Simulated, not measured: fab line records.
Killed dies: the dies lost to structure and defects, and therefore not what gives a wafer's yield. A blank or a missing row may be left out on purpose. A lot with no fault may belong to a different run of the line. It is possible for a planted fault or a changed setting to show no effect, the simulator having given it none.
Chamber matching + flow sky130 + 4 sister chambers for SKY_CONTACT_CMP_27 on cmp-01
The step polishes, stops on SiO2, t overpolish 15 s, target thk 0 nm. 8 wafers are shown with their chamber, then 7 later ones without.

## WAFERS PAIRED WITH THEIR CHAMBERS
| wafer  | chamber | motor-current-A (A) | time-to-endpoint-s (s) |
|--------|---------|---------------------|------------------------|
| L690.5 | 0       | 12.2                | 79.4                   |
| L695.3 | 1       | 10.4                | 83.7                   |
| L695.5 | 2       | 9.4                 | 82.9                   |
| L693.1 | 2       | 9.5                 | 87.7                   |
| L693.4 | 0       | 11.5                | 81.4                   |
| L693.6 | 3       | 9.9                 | 86.4                   |
| L697.1 | 1       | 10.0                | 80.9                   |
| L697.2 | 3       | 10.4                | 84.2                   |

## WAFERS MISSING THEIR CHAMBER
| wafer  | motor-current-A (A) | time-to-endpoint-s (s) |
|--------|---------------------|------------------------|
| L697.4 | 12.0                | 81.0                   |
| L711.1 | 10.8                | 83.2                   |
| L711.3 | 11.9                | 82.1                   |
| L711.4 | 10.2                | 85.5                   |
| L712.1 | 10.5                | 85.8                   |
| L712.3 | 9.7                 | 85.1                   |
| L712.5 | 12.1                | 83.2                   |

## EACH ONE'S CHAMBER
| wafer  | from the rows above          | in truth |
|--------|------------------------------|----------|
| L697.4 | 0                            | 0        |
| L711.1 | can't be placed: 1 or 3 or 0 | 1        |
| L711.3 | 0                            | 0        |
| L711.4 | can't be placed: 3 or 1      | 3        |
| L712.1 | can't be placed: 3 or 1      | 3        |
| L712.3 | can't be placed: 2 or 3 or 1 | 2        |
| L712.5 | 0                            | 0        |
Placed correctly: 3 of 7. From these rows, 4 cannot be placed; in 4 the true chamber is one of the candidates. 0 placed wrongly.
How it was worked out, from the rows above alone: a wafer's distance from a chamber is the root of the sum, over the readings, of the square of ((its reading less the chamber's mean) divided by the reading's scatter). The wafer belongs to the nearest chamber; if the next one is less than 2 further off, it can't be placed. Each chamber's mean is taken over the wafers shown for it. How the scatter is found: for the shown wafers, subtract from each reading the mean of its chamber, square and add these, divide the total by (wafers less chambers), then take the root.
